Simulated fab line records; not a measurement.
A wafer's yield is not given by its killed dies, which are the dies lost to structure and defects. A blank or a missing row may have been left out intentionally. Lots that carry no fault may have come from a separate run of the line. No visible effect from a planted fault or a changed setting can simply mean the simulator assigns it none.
fab line records	flow sky130
record lots=6	wafers=18	lastDay=49
route steps=708 shown VIA3@590 METAL4@598 CAP2M@603 PAD_OPEN@708
lots with no fault: from the same line, run without faults
startH: the number of hours between the record's first day and the start of the first shown wafer of the lot	waitH: hours elapsed since this lot's preceding step	" as in the row above	L1.1+2: a row that stands for several wafers	- either no value or no given start	* or withheld: withheld	< > ~ a bound
route shown NAME@n: a module of which the file shows steps, and the number in the route of the first	usual: mean/standard deviation of fault-free wafers	same: alike in all rows	chamber/n: place in a boat	sites: readings site by site	_std_site: the standard deviation of these	_edge_site: inner sites' mean taken away from outer sites' mean	radiusMm: for every site, how far away it sits from the centre of the wafer	mask NAME#n: copy n	behind: the most recent tool/chamber to have shaped the wafer	hold: why the lot went on hold/how many hours it stayed there/how the hold came to an end	device: the transistor (n, p or np) that didn't switch	end of line: the route-end tests of the same wafers	a step given without rows: its recipe and nothing more	killed: not the wafer's yield, but the dies lost to structure and defects at the first sort	map: the dies of a wafer, with x for killed, . for not killed, _ for no die there
set.NAME: the setting the step ran with; set.NAME@STEP: the setting that earlier step ran with	model.NAME: the simulator's own value behind a step, which no gauge read
a table for each step, a row for each wafer; lots at some steps of the route
services: a tool's chamber out of use, with start hour (startH, from the record's first day; less than 0 if before it), hours out, and reason
## steps
# step SKY_VIA3_STRIP_17
# recipe chemistry=postEtchResidueRemover	timeS=1200	tempC=72.5
# step SKY_VIA3_CLEAN_18
# recipe chemistry=IPA	timeS=180	tempC=25
# step SKY_VIA3_CLEAN_19
# recipe chemistry=O3/DIW	dry=n2Spin
# step SKY_VIA3_SPUTTER_20
# recipe material=TiN	targetThkNm=20	chamberPressurePa=4.845	powerW=4000	timeS=80
# usual throttleValvePct=29.7/1
lot.wafer	tool	chamber	startH	waitH	throttleValvePct
L941.2	pvdSputter-03	-	922.85	0.0	29.9
L941.4	"	-	"	"	28.2
L941.6	"	-	"	"	28.1
L944.1	pvdSputter-01	-	952.15	0.0	30.5
L944.5	"	-	"	"	30.6
L944.6	"	-	"	"	30.4
L950.1	pvdSputter-02	-	1018.62	0.0	30.5
L950.2	"	-	"	"	29.4
L950.4	"	-	"	"	30.3
L953.1	pvdSputter-02	-	1026.70	0.0	30.6
L953.4	"	-	"	"	29.2
L953.6	"	-	"	"	29.2
L952.3	pvdSputter-01	-	1027.34	0.0	30.4
L952.4	"	-	"	"	30.3
L952.5	"	-	"	"	28.2
L958.2	pvdSputter-03	-	1057.55	0.0	28.2
L958.5	"	-	"	"	28.4
L958.6	"	-	"	"	28.3
# step SKY_VIA3_CVD_21
# recipe material=W	targetThkNm=390	timeS=117.31	tempC=400	pressureTorr=40
# usual heaterPowerW=841/96
lot.wafer	tool	chamber	startH	waitH	heaterPowerW
L941.2	cvdW-02	1	922.91	0.0	862
L941.4	"	1	"	"	876
L941.6	"	1	"	"	888
L944.1	cvdW-02	0	952.21	0.0	701
L944.5	"	0	"	"	702
L944.6	"	0	"	"	706
L950.1	cvdW-01	1	1018.68	0.0	937
L950.2	"	0	"	"	908
L950.4	"	0	"	"	921
L953.1	cvdW-02	0	1026.76	0.0	724
L953.4	"	1	"	"	891
L953.6	"	1	"	"	880
L952.3	cvdW-02	1	1027.44	0.1	866
L952.4	"	0	"	"	705
L952.5	"	0	"	"	739
L958.2	cvdW-01	0	1057.61	0.0	915
L958.5	"	0	"	"	900
L958.6	"	1	"	"	965
# step SKY_VIA3_RS_MEAS_22
# recipe thkMeasGauge=four-point-probe	reads=W_of_VIA3_CVD_21+TiN_of_VIA3_SPUTTER_20
# usual VIA3_W_RS=0.297/0.0034
lot.wafer	tool	chamber	startH	waitH	VIA3_W_RS[ohm/sq]
L941.2	filmMetro-03	-	923.05	0.1	0.300
L941.4	"	-	"	"	0.300
L941.6	"	-	"	"	0.301
L944.1	filmMetro-01	-	952.45	0.2	0.305
L944.5	"	-	"	"	0.301
L944.6	"	-	"	"	0.301
L950.1	filmMetro-01	-	1018.80	0.1	0.297
L950.2	"	-	"	"	0.291
L950.4	"	-	"	"	0.292
L953.1	filmMetro-01	-	1026.89	0.1	0.296
L953.4	"	-	"	"	0.296
L953.6	"	-	"	"	0.294
L952.3	filmMetro-03	-	1027.57	0.1	0.295
L952.4	"	-	"	"	0.299
L952.5	"	-	"	"	0.299
L958.2	filmMetro-03	-	1057.75	0.1	0.291
L958.5	"	-	"	"	0.291
L958.6	"	-	"	"	0.292
# step SKY_VIA3_THK_MEAS_23
# recipe thkMeasGauge=xrf	reads=W_of_VIA3_CVD_21
# usual VIA3_W_THK=401/6.3
lot.wafer	tool	chamber	startH	waitH	VIA3_W_THK[nm]
L941.2	filmMetro-03	-	923.16	0.1	403
L941.4	"	-	"	"	404
L941.6	"	-	"	"	397
L944.1	filmMetro-01	-	952.57	0.1	392
L944.5	"	-	"	"	396
L944.6	"	-	"	"	397
L950.1	filmMetro-01	-	1018.92	0.1	399
L950.2	"	-	"	"	407
L950.4	"	-	"	"	407
L953.1	filmMetro-01	-	1027.01	0.1	402
L953.4	"	-	"	"	401
L953.6	"	-	"	"	405
L952.3	filmMetro-03	-	1027.67	0.1	404
L952.4	"	-	"	"	396
L952.5	"	-	"	"	396
L958.2	filmMetro-03	-	1057.86	0.1	408
L958.5	"	-	"	"	407
L958.6	"	-	"	"	406
# step SKY_VIA3_CMP_24
# recipe stopOn=SiO2	tOverpolishS=20	downForcePsi=3.5	platenRpm=60	targetThkNm=0	padVelocityMS=0.94248
# step SKY_METAL4_SPUTTER_00
# recipe material=Ti	targetThkNm=15	powerW=3000	timeS=10	chamberPressurePa=0.4
# step SKY_METAL4_SPUTTER_01
# recipe material=TiN	targetThkNm=20	powerW=6500	timeS=16.7	chamberPressurePa=0.4
# usual throttleValvePct=29.8/0.87
lot.wafer	tool	chamber	startH	waitH	throttleValvePct
L941.2	pvdSputter-01	-	923.53	0.0	28.4
L941.4	"	-	"	"	29.5
L941.6	"	-	"	"	28.5
L944.1	pvdSputter-04	-	952.96	0.0	29.5
L944.5	"	-	"	"	29.8
L944.6	"	-	"	"	30.2
L950.1	pvdSputter-01	-	1019.31	0.0	29.6
L950.2	"	-	"	"	30.4
L950.4	"	-	"	"	30.7
L953.1	pvdSputter-02	-	1027.39	0.0	29.6
L953.4	"	-	"	"	30.8
L953.6	"	-	"	"	30.5
L952.3	pvdSputter-01	-	1028.03	0.0	30.6
L952.4	"	-	"	"	29.3
L952.5	"	-	"	"	30.6
L958.2	pvdSputter-04	-	1058.23	0.0	30.1
L958.5	"	-	"	"	29.6
L958.6	"	-	"	"	30.3
# step SKY_METAL4_SPUTTER_02
# recipe material=AlCu	targetThkNm=735	powerW=10600	timeS=38.4	chamberPressurePa=0.4
# step SKY_METAL4_SPUTTER_03
# recipe material=Ti	targetThkNm=5	powerW=3000	timeS=3.3	chamberPressurePa=0.4
# step SKY_METAL4_SPUTTER_04
# recipe material=TiN	targetThkNm=70	powerW=6500	timeS=58.3	chamberPressurePa=0.4
# usual throttleValvePct=29.8/0.88
lot.wafer	tool	chamber	startH	waitH	throttleValvePct
L941.2	pvdSputter-01	-	923.62	0.0	28.2
L941.4	"	-	"	"	29.6
L941.6	"	-	"	"	28.4
L944.1	pvdSputter-04	-	953.04	0.0	29.8
L944.5	"	-	"	"	29.9
L944.6	"	-	"	"	30.5
L950.1	pvdSputter-01	-	1019.39	0.0	29.6
L950.2	"	-	"	"	30.7
L950.4	"	-	"	"	30.8
L953.1	pvdSputter-02	-	1027.47	0.0	29.5
L953.4	"	-	"	"	30.7
L953.6	"	-	"	"	30.7
L952.3	pvdSputter-01	-	1028.11	0.0	30.4
L952.4	"	-	"	"	29.9
L952.5	"	-	"	"	30.3
L958.2	pvdSputter-04	-	1058.32	0.0	29.8
L958.5	"	-	"	"	29.9
L958.6	"	-	"	"	30.3
# step SKY_CAP2M_CVD_00
# recipe material=SiO2	targetThkNm=15.5	tempC=400	timeS=withheld	rfW=450
# usual heaterPowerW=717/130
lot.wafer	tool	chamber	startH	waitH	heaterPowerW
L941.2	pecvd-03	1	923.66	0.0	739
L941.4	"	1	"	"	720
L941.6	"	0	"	"	807
L944.1	pecvd-01	1	953.09	0.0	1011
L944.5	"	0	"	"	530
L944.6	"	1	"	"	970
L950.1	pecvd-03	2	1019.44	0.0	730
L950.2	"	0	"	"	826
L950.4	"	2	"	"	753
L953.1	pecvd-02	0	1027.52	0.0	741
L953.4	"	0	"	"	752
L953.6	"	0	"	"	747
L952.3	pecvd-03	1	1028.16	0.0	657
L952.4	"	0	"	"	864
L952.5	"	2	"	"	693
L958.2	pecvd-01	1	1058.37	0.0	911
L958.5	"	1	"	"	918
L958.6	"	0	"	"	569
# step SKY_CAP2M_THK_MEAS_01
# recipe reads=SiO2_of_CAP2M_CVD_00
# usual CAP2M_CVD_00_THK=15.54/0.24
lot.wafer	tool	chamber	startH	waitH	CAP2M_CVD_00_THK[nm]
L941.2	filmMetro-02	-	923.71	-	15.23
L941.4	"	-	"	"	15.32
L941.6	"	-	"	"	15.46
L944.1	filmMetro-02	-	953.11	-	15.58
L944.5	"	-	"	"	15.97
L944.6	"	-	"	"	15.67
L950.1	filmMetro-01	-	1019.46	-	15.72
L950.2	"	-	"	"	15.32
L950.4	"	-	"	"	15.65
L953.1	filmMetro-04	-	1027.55	-	15.46
L953.4	"	-	"	"	15.65
L953.6	"	-	"	"	15.62
L952.3	filmMetro-04	-	1028.20	-	15.17
L952.4	"	-	"	"	15.51
L952.5	"	-	"	"	15.40
L958.2	filmMetro-04	-	1058.40	-	15.56
L958.5	"	-	"	"	15.58
L958.6	"	-	"	"	15.75
# step SKY_CAP2M_SPUTTER_02
# recipe material=TiN	targetThkNm=200	tempC=300	powerW=6500	timeS=166.7	chamberPressurePa=0.4
# step SKY_CAP2M_RS_MEAS_03
# recipe thkMeasGauge=four-point-probe	reads=TiN_of_CAP2M_SPUTTER_02
# usual CAP2M_TIN_RS=6.91/0.081
lot.wafer	tool	chamber	startH	waitH	CAP2M_TIN_RS[ohm/sq]
L941.2	filmMetro-02	-	923.89	0.1	6.84
L941.4	"	-	"	"	7.06
L941.6	"	-	"	"	7.00
L944.1	filmMetro-01	-	953.28	0.1	6.93
L944.5	"	-	"	"	6.97
L944.6	"	-	"	"	6.92
L950.1	filmMetro-01	-	1019.63	0.1	6.90
L950.2	"	-	"	"	6.85
L950.4	"	-	"	"	6.76
L953.1	filmMetro-01	-	1027.72	0.1	6.87
L953.4	"	-	"	"	6.89
L953.6	"	-	"	"	6.84
L952.3	filmMetro-01	-	1028.39	0.1	6.99
L952.4	"	-	"	"	6.91
L952.5	"	-	"	"	6.93
L958.2	filmMetro-01	-	1058.59	0.1	6.91
L958.5	"	-	"	"	6.85
L958.6	"	-	"	"	6.90
# step SKY_CAP2M_THK_MEAS_04
# recipe thkMeasGauge=xrf	reads=TiN_of_CAP2M_SPUTTER_02
# usual CAP2M_TIN_THK=197.7/2.2
lot.wafer	tool	chamber	startH	waitH	CAP2M_TIN_THK[nm]
L941.2	filmMetro-02	-	924.00	0.1	200.4
L941.4	"	-	"	"	195.4
L941.6	"	-	"	"	197.3
L944.1	filmMetro-01	-	953.40	0.1	194.8
L944.5	"	-	"	"	195.1
L944.6	"	-	"	"	196.0
L950.1	filmMetro-01	-	1019.75	0.1	196.3
L950.2	"	-	"	"	197.3
L950.4	"	-	"	"	199.6
L953.1	filmMetro-01	-	1027.84	0.1	197.6
L953.4	"	-	"	"	197.1
L953.6	"	-	"	"	199.0
L952.3	filmMetro-01	-	1028.49	0.1	193.6
L952.4	"	-	"	"	195.8
L952.5	"	-	"	"	196.3
L958.2	filmMetro-01	-	1058.70	0.1	196.9
L958.5	"	-	"	"	198.4
L958.6	"	-	"	"	195.8
# step SKY_CAP2M_DEHYDRATE_05
# recipe tempC=200	timeS=60
# step SKY_CAP2M_HMDS_06
# recipe primeTimeS=60	primeTempC=120
# step SKY_CAP2M_COAT_07
# recipe resist=NOVOLAK	spinRpm=3000	resistThkNm=1140
# step SKY_CAP2M_SOFTBAKE_08
# recipe tempC=90	timeS=60	resist=NOVOLAK
# step SKY_CAP2M_EXPOSE_09
# recipe maskId=CAP2M	na=0.6	sourceShape=conventional	sigmaOuter=0.6	polarization=unpolarized	targetCdNm=1000	doseMj=159
# step SKY_CAP2M_PEB_10
# recipe tempC=withheld	timeS=*	resist=NOVOLAK
# step SKY_CAP2M_DEVELOP_11
# recipe resist=NOVOLAK	developer=TMAH	developTimeS=60	devTempC=23
# step SKY_CAP2M_OVL_MEAS_12
# usual CAP2M_OVL=-2.7/1.6
lot.wafer	tool	chamber	startH	waitH	CAP2M_OVL[nm]
L941.2	overlay-02	-	948.05	0.1	1.7
L941.4	"	-	"	"	-0.8
L941.6	"	-	"	"	-0.2
L944.1	overlay-02	-	976.61	0.1	-3.4
L944.5	"	-	"	"	-3.2
L944.6	"	-	"	"	-3.8
L950.1	overlay-01	-	1041.65	0.1	-3.7
L950.2	"	-	"	"	-3.9
L950.4	"	-	"	"	-2.7
L953.1	overlay-01	-	1049.55	0.1	-5.0
L953.4	"	-	"	"	-5.6
L953.6	"	-	"	"	-4.1
L952.3	overlay-01	-	1050.38	0.1	-3.0
L952.4	"	-	"	"	-3.3
L952.5	"	-	"	"	-3.2
L958.2	overlay-01	-	1078.83	0.1	-4.0
L958.5	"	-	"	"	-4.3
L958.6	"	-	"	"	-2.3
# step SKY_CAP2M_METAL_ETCH_13
# recipe targetDepthNm=220	stopOn=SiO2	chemistry=Cl2/BCl3	target=TiN	pressureMtorr=10	icpW=900	biasW=48.5	Cl2_flow_sccm=60	bcl3FlowSccm=30	timeS=62.9
# usual drypumpMotorCurrentA=5.8/0.57	oesProductAu=0.942/0.0076	throttleValvePct=21.902/0.0096
lot.wafer	tool	chamber	startH	waitH	drypumpMotorCurrentA	oesProductAu	rfHoursCounterH	throttleValvePct
L941.2	rieMetal-04	0	948.08	0.0	6.5	0.950	20	21.904
L941.4	"	1	"	"	4.9	0.932	-	21.914
L941.6	"	1	"	"	4.9	0.936	-	21.902
L944.1	rieMetal-04	1	976.65	0.0	4.9	0.941	10	21.905
L944.5	"	1	"	"	4.9	0.932	-	21.922
L944.6	"	1	"	"	4.9	0.946	-	21.907
L950.1	rieMetal-01	0	1041.68	0.0	6.3	0.943	10	21.894
L950.2	"	0	"	"	6.3	0.949	-	21.910
L950.4	"	0	"	"	6.3	0.950	-	21.903
L953.1	rieMetal-01	0	1049.58	0.0	6.4	0.945	11	21.898
L953.4	"	1	"	"	6.3	0.935	-	21.906
L953.6	"	0	"	"	6.3	0.947	-	21.898
L952.3	rieMetal-03	1	1050.43	0.0	5.0	0.930	-	21.904
L952.4	"	0	"	"	5.6	0.934	-	21.895
L952.5	"	0	"	"	5.6	0.936	-	21.900
L958.2	rieMetal-03	0	1078.86	0.0	5.6	0.937	13	21.899
L958.5	"	0	"	"	5.6	0.948	-	21.898
L958.6	"	1	"	"	5.0	0.946	-	21.911
# step SKY_CAP2M_STRIP_14
# recipe chemistry=O2/N2	powerW=1400	pressureMtorr=1500	platenTempC=withheld	o2FlowSccm=3000	n2FlowSccm=300	overashFraction=0.5
# step SKY_CAP2M_STRIP_15
# recipe chemistry=postEtchResidueRemover	timeS=1200	tempC=72.5
# step SKY_CAP2M_CLEAN_16
# recipe chemistry=IPA	timeS=180	tempC=25
# step SKY_CAP2M_CLEAN_17
# recipe chemistry=O3/DIW	dry=n2Spin
# step SKY_METAL4_DEHYDRATE_05
# recipe tempC=200	timeS=60
# step SKY_METAL4_HMDS_06
# recipe primeTimeS=60	primeTempC=120
# step SKY_METAL4_COAT_07
# recipe resist=BARC	tempC=withheld	timeS=withheld	spinRpm=3000	resistThkNm=60
# step SKY_METAL4_COAT_08
# recipe resist=KrF-thick	spinRpm=3000	resistThkNm=1140
# step SKY_METAL4_SOFTBAKE_09
# recipe tempC=100	timeS=90	resist=KrF-thick
# step SKY_METAL4_EXPOSE_10
# recipe maskId=MM4	na=0.68	sourceShape=annular	sigmaInner=0.4	sigmaOuter=0.8	targetCdNm=300	doseMj=28
# step SKY_METAL4_PEB_11
# recipe pebTempC=withheld	pebTimeS=withheld	resist=KrF-thick
# step SKY_METAL4_DEVELOP_12
# recipe developTimeS=60	resist=KrF-thick	devTempC=20.62
# step SKY_METAL4_CD_MEAS_13
# recipe targetCdNm=300
# usual cdNm=299.7/1.6
lot.wafer	tool	chamber	startH	waitH	cdNm
L941.2	cdSem-01	-	972.39	-	301.0
L941.4	"	-	"	"	300.1
L941.6	"	-	"	"	301.3
L944.1	cdSem-02	-	1000.42	-	298.5
L944.5	"	-	"	"	298.6
L944.6	"	-	"	"	297.5
L950.1	cdSem-02	-	1064.27	-	299.3
L950.2	"	-	"	"	298.7
L950.4	"	-	"	"	298.6
L953.1	cdSem-02	-	1071.43	-	302.3
L953.4	"	-	"	"	301.9
L953.6	"	-	"	"	302.4
L952.3	cdSem-02	-	1072.50	-	298.2
L952.4	"	-	"	"	298.7
L952.5	"	-	"	"	297.8
L958.2	cdSem-02	-	1099.05	-	302.5
L958.5	"	-	"	"	301.7
L958.6	"	-	"	"	300.5
# step SKY_METAL4_OVL_MEAS_14
# usual METAL4_OVL=1/5.1
lot.wafer	tool	chamber	startH	waitH	METAL4_OVL[nm]
L941.2	overlay-02	-	972.50	0.1	7
L941.4	"	-	"	"	9
L941.6	"	-	"	"	0
L944.1	overlay-01	-	1000.54	0.1	4
L944.5	"	-	"	"	1
L944.6	"	-	"	"	4
L950.1	overlay-01	-	1064.39	0.1	5
L950.2	"	-	"	"	3
L950.4	"	-	"	"	0
L953.1	overlay-01	-	1071.55	0.1	8
L953.4	"	-	"	"	6
L953.6	"	-	"	"	-1
L952.3	overlay-01	-	1072.60	0.1	-3
L952.4	"	-	"	"	6
L952.5	"	-	"	"	-6
L958.2	overlay-01	-	1099.15	0.1	-1
L958.5	"	-	"	"	1
L958.6	"	-	"	"	2
# step SKY_METAL4_DESCUM_15
# recipe chemistry=O2	sourcePowerW=150	biasPowerW=0	pressureMtorr=10	tempC=40	timeS=8
# step SKY_PAD_OPEN_PROBE_99
# usual defectLimitedYield=82.5/1.9	killed_at_M0_to_M3=44/7.3	killed_at_M4_up=3.1/1.9	killedAtContacts=24/5.3	killedAtFrontEnd=15/4	killedAtOther=0.4/0.6	killedDies=86/9.2	killedOpen=47/6.9	killedShort=39/6.9	sort_bin_3_pad_short=0.8/0.41	sort_bin_5_function=10.6/1.5	sort_bin_6_memory=6.1/1.1	sortNPass=406/9.2	sortYieldPct=82.5/1.9
# same grossDies=492	killedAtBackSide=0	sort_bin_4_leakage[%]=0	sort_bin_8_speed[%]=0
lot.wafer	tool	chamber	startH	waitH	defectLimitedYield[%]	killed_at_M0_to_M3	killed_at_M4_up	killedAtContacts	killedAtFrontEnd	killedAtOther	killedDies	killedOpen	killedShort	sort_bin_3_pad_short[%]	sort_bin_5_function[%]	sort_bin_6_memory[%]	sortNPass	sortYieldPct[%]	model.etest.tester.sortNPass	model.etest.tester.sortYieldPct	model.etest.tester.sort_bin_5_pct	model.etest.tester.sort_bin_3_pct
L941.2	prober-01	-	1068.48	0.1	80.9	53	1	22	18	0	94	52	42	0.4	12.6	6.1	398	80.9	398	80.89	12.6	0.4065
L941.4	prober-01	-	1068.58	0.2	82.1	39	4	26	19	0	88	50	38	0.8	12.0	5.1	404	82.1	404	82.11	11.99	0.813
L941.6	prober-01	-	1068.68	0.2	79.9	54	2	22	21	0	99	53	46	1.4	12.2	6.5	393	79.9	393	79.88	12.2	1.423
L944.1	prober-02	-	1094.53	0.1	81.9	44	1	27	17	0	89	47	42	0.6	12.2	5.3	403	81.9	403	81.91	12.2	0.6098
L944.5	prober-02	-	1094.73	0.2	79.7	48	8	26	16	2	100	51	48	1.4	12.8	6.1	392	79.7	392	79.67	12.8	1.423
L944.6	prober-02	-	1094.78	0.2	83.1	45	9	19	10	0	83	37	46	0.8	10.0	6.1	409	83.1	409	83.13	9.959	0.813
L950.1	prober-01	-	1146.69	0.1	79.3	36	28	21	17	0	102	43	31	2.6	11.0	7.1	390	79.3	390	79.27	10.98	2.642
L950.2	prober-01	-	1146.74	0.1	74.2	46	36	28	16	1	127	49	43	2.0	13.8	10.0	365	74.2	365	74.19	13.82	2.033
L950.4	prober-01	-	1146.84	0.2	73.6	33	62	22	13	0	130	40	30	3.7	17.5	5.3	362	73.6	362	73.58	17.48	3.659
L953.1	prober-02	-	1154.71	0.1	80.9	43	2	29	19	1	94	43	51	0.8	12.2	6.1	398	80.9	398	80.89	12.2	0.813
L953.4	prober-02	-	1154.86	0.2	82.9	47	2	18	17	0	84	48	35	0.6	11.2	5.3	408	82.9	408	82.93	11.18	0.6098
L953.6	prober-02	-	1154.96	0.2	79.9	43	5	32	19	0	99	57	42	1.6	12.0	6.5	393	79.9	393	79.88	11.99	1.626
L952.3	prober-01	-	1154.82	0.2	71.1	43	64	22	13	0	142	43	40	2.4	20.7	5.7	350	71.1	350	71.14	20.73	2.439
L952.4	prober-01	-	1154.87	0.2	76.6	46	30	25	14	0	115	50	37	2.8	13.4	7.1	377	76.6	377	76.63	13.41	2.846
L952.5	prober-01	-	1154.92	0.2	72.6	56	38	32	9	0	135	52	49	2.8	17.9	6.7	357	72.6	357	72.56	17.89	2.846
L958.2	prober-01	-	1179.59	0.1	82.3	38	3	30	16	0	87	42	45	0.8	10.6	6.3	405	82.3	405	82.32	10.57	0.813
L958.5	prober-01	-	1179.74	0.2	80.7	54	4	23	14	0	95	40	55	2.0	10.6	6.7	397	80.7	397	80.69	10.57	2.033
L958.6	prober-01	-	1179.79	0.2	81.7	36	3	24	27	0	90	40	50	0.6	10.8	6.9	402	81.7	402	81.71	10.77	0.6098
# killed by level:class
L941.2 VIA1:geometricParticle:open=13 METAL2:geometricParticle:short=9 VIA2:geometricParticle:open=7 FIELD_ISO:geometricParticle:open=6 CONTACT:geometricParticle:open=6 LI_CONTACT:geometricParticle:open=5 VIA3:geometricParticle:open=5 VIA3:geometricParticle:short=4
L941.4 VIA1:geometricParticle:open=11 CONTACT:geometricParticle:open=10 LOCAL_INTERCONNECT:geometricParticle:short=8 VIA3:geometricParticle:open=5 FIELD_ISO:geometricParticle:open=5 LI_CONTACT:geometricParticle:open=5 METAL2:geometricParticle:short=5 VIA3:geometricParticle:short=5
L941.6 VIA1:geometricParticle:open=13 METAL2:geometricParticle:short=9 LI_CONTACT:geometricParticle:open=7 VIA2:geometricParticle:open=7 VIA3:geometricParticle:open=7 FIELD_ISO:geometricParticle:short=6 CONTACT:geometricParticle:open=6 LOCAL_INTERCONNECT:geometricParticle:short=6
L944.1 VIA1:geometricParticle:open=12 VIA3:geometricParticle:open=9 CONTACT:geometricParticle:open=9 METAL1:geometricParticle:short=8 LI_CONTACT:geometricParticle:short=6 FIELD_ISO:geometricParticle:open=5 CONTACT:geometricParticle:short=5 FIELD_ISO:geometricParticle:short=4
L944.5 LI_CONTACT:geometricParticle:open=13 VIA1:geometricParticle:short=12 VIA3:geometricParticle:open=9 VIA1:geometricParticle:open=8 METAL4:geometricParticle:short=7 VIA2:geometricParticle:open=6 FIELD_ISO:geometricParticle:open=5 FIELD_ISO:geometricParticle:short=5
L944.6 METAL2:geometricParticle:short=9 VIA3:geometricParticle:open=9 LI_CONTACT:geometricParticle:open=7 METAL1:geometricParticle:short=7 METAL4:geometricParticle:short=7 CONTACT:geometricParticle:open=6 VIA1:geometricParticle:open=6 VIA1:geometricParticle:short=5
L950.1 METAL4:unspecified=28 VIA3:geometricParticle:open=7 FIELD_ISO:geometricParticle:open=6 LI_CONTACT:geometricParticle:open=5 VIA1:geometricParticle:open=5 METAL2:geometricParticle:short=5 VIA2:geometricParticle:open=5 FIELD_ISO:geometricParticle:short=4
L950.2 METAL4:unspecified=35 VIA2:geometricParticle:open=11 CONTACT:geometricParticle:open=9 METAL1:geometricParticle:short=7 LOCAL_INTERCONNECT:geometricParticle:short=6 VIA3:geometricParticle:open=6 LI_CONTACT:geometricParticle:open=5 FIELD_ISO:geometricParticle:open=4
L950.4 METAL4:unspecified=60 VIA1:geometricParticle:open=12 CONTACT:geometricParticle:open=8 LI_CONTACT:geometricParticle:open=6 VIA3:geometricParticle:short=4 POLY_GATE:geometricParticle:short=4 METAL1:geometricParticle:short=4 VIA2:geometricParticle:open=4
L953.1 CONTACT:geometricParticle:open=10 VIA2:geometricParticle:open=8 VIA3:geometricParticle:open=7 FIELD_ISO:geometricParticle:short=6 CONTACT:geometricParticle:short=6 VIA1:geometricParticle:open=6 VIA3:geometricParticle:short=6 LOCAL_INTERCONNECT:geometricParticle:short=5
L952.3 METAL4:unspecified=59 VIA1:geometricParticle:open=11 VIA2:geometricParticle:open=8 CONTACT:geometricParticle:open=7 METAL2:geometricParticle:short=7 LI_CONTACT:geometricParticle:open=5 METAL1:geometricParticle:short=5 VIA1:geometricParticle:short=5
L953.4 VIA2:geometricParticle:open=13 VIA1:geometricParticle:open=8 FIELD_ISO:geometricParticle:open=6 LI_CONTACT:geometricParticle:open=6 VIA2:geometricParticle:short=6 CONTACT:geometricParticle:open=5 METAL1:geometricParticle:short=5 CONTACT:geometricParticle:short=4
L952.4 METAL4:unspecified=28 CONTACT:geometricParticle:open=9 LI_CONTACT:geometricParticle:open=8 VIA1:geometricParticle:open=8 METAL1:geometricParticle:short=6 FIELD_ISO:geometricParticle:open=5 METAL2:geometricParticle:short=5 VIA3:geometricParticle:short=5
L952.5 METAL4:unspecified=34 VIA1:geometricParticle:open=14 LOCAL_INTERCONNECT:geometricParticle:short=9 METAL2:geometricParticle:short=9 VIA3:geometricParticle:open=9 CONTACT:geometricParticle:open=8 LI_CONTACT:geometricParticle:open=7 VIA2:geometricParticle:open=6
L953.6 LI_CONTACT:geometricParticle:open=12 CONTACT:geometricParticle:open=10 VIA1:geometricParticle:open=7 VIA1:geometricParticle:short=6 VIA2:geometricParticle:open=6 VIA3:geometricParticle:open=6 FIELD_ISO:geometricParticle:open=4 CONTACT:geometricParticle:short=4
L958.2 CONTACT:geometricParticle:open=11 CONTACT:geometricParticle:short=10 VIA3:geometricParticle:open=8 METAL1:geometricParticle:short=6 FIELD_ISO:geometricParticle:short=5 LI_CONTACT:geometricParticle:open=5 METAL3:geometricParticle:short=5 VIA3:geometricParticle:short=5
L958.5 CONTACT:geometricParticle:open=13 METAL2:geometricParticle:short=12 METAL1:geometricParticle:short=10 VIA3:geometricParticle:open=7 VIA2:geometricParticle:open=6 FIELD_ISO:geometricParticle:short=5 LOCAL_INTERCONNECT:geometricParticle:short=4 VIA1:geometricParticle:open=4
L958.6 METAL1:geometricParticle:short=8 FIELD_ISO:geometricParticle:open=7 FIELD_ISO:geometricParticle:short=7 POLY_GATE:geometricParticle:short=6 CONTACT:geometricParticle:open=6 LI_CONTACT:geometricParticle:open=6 VIA1:geometricParticle:open=6 CONTACT:geometricParticle:short=5
# map L950.4 (x killed, . not)
__________....x.x..x_________
________.....x.......x_______
______.....x......x....._____
_____.......x.....x......____
____x.....x.......xx......___
___......x..........x......__
__....x.........x..x......x._
_...........xx...........xx..
_.............x..x..x.x......
_xx........xx..xxxxx.........
_.x......x....xxxxxxxxx..x...
_............xxxxxxxxx.x...x.
_.........x..xxxxxxxxx...x...
_........x....xxxxxxxxxxx..x.
_x..x..xx......xxxxxxxx..x..x
__.............xxxxxxxx....._
___..x..x.x...xxx....xx...x__
____...x..........x.....x.___
_____x.........x....x.xxx____
______.xx...x...x.....x._____
________x............._______
__________........x._________
# map L952.3 (x killed, . not)
__________...x..x.x._________
________...x....x.x.x._______
______...x...x.........x_____
_____..x....x..........x.____
____x..............x..x..x___
___.....x...xx..x......x...__
__................x...x....._
_...x................x.x.....
_..x..x....x......x.x.xx..x.x
_...x...x.....x.xxxxx..xx....
_.x...........xxxxxxxxx.....x
_.x.....x....xxxxxxxxxxx.xx..
_......x...x..xxxxxxxxx.x.x..
_.x..xx.......xxxxxxxxxxx...x
_......x...x.xxxxxxxxxx.....x
__x........x..xxxxxx.x......_
___......x.....x......x....__
____..x...x..x....x.x.....___
_____...........x..xx.x.x____
______.............x...._____
________xx.x..x...x..._______
__________.....x...._________
## services
tool	chamber	startH	hours	kind
cvdW-02	-	904.00	14.0	pm
pecvd-02	-	905.45	2.7	repair
pvdSputter-01	-	924.06	0.8	repair
pvdSputter-03	-	931.83	0.7	repair
pecvd-02	2	936.73	10.6	repair
pecvd-03	-	940.84	0.8	pm
pvdSputter-04	-	942.47	0.9	repair
cvdW-02	1	947.51	24.7	repair
cvdW-01	-	951.20	0.2	repair
pvdSputter-02	-	951.73	0.9	repair
pvdSputter-04	-	962.60	4.6	repair
pvdSputter-03	-	965.03	1.2	repair
cvdW-02	1	974.59	5.8	repair
pecvd-01	-	976.94	0.8	repair
rieMetal-04	1	980.65	22.0	repair
pecvd-01	0	983.63	3.7	repair
pecvd-03	0	1004.51	6.2	repair
pvdSputter-03	-	1035.44	1.0	repair
rieMetal-01	1	1040.23	2.7	repair
pecvd-03	-	1052.02	2.8	pm
cvdW-02	-	1057.92	1.6	repair
pecvd-02	2	1063.48	2.5	repair
pvdSputter-01	-	1066.16	3.6	repair
pvdSputter-01	-	1078.77	29.8	repair
## key
firstSign step=SKY_PAD_OPEN_PROBE_99	reading=killed_at_M4_up	direction=up	sigmas=21	usual=3.1	struck=43
effect step=SKY_PAD_OPEN_PROBE_99	reading=sort_bin_3_pad_short	direction=up	sigmas=4.7	usual=0.8	struck=2.7
modelEffect step=SKY_PAD_OPEN_PROBE_99	value=etest.tester.sortNPass	without=402.2	struck=366.8
metAt SKY_METAL4_SPUTTER_04
struckWafers L950.1,L950.2,L950.4,L952.3,L952.4,L952.5
loopTrim step=SKY_VIA3_EXPOSE_09	setting=dose	lots=L950,L952
onsetBetween 923.62 1019.39
alsoFits SKY_METAL4_SPUTTER_01:pvdSputter-01,SKY_CAP2M_CVD_00:pecvd-03
fault kind=chamberParticleSource	tool=pvdSputter-01	chamber=-	onsetH=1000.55	steps=SKY_METAL4_SPUTTER_04	ratePerVisitCm2=1.0526	endH=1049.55
# loopTrim: a control loop set the setting to another value than it would have without faults
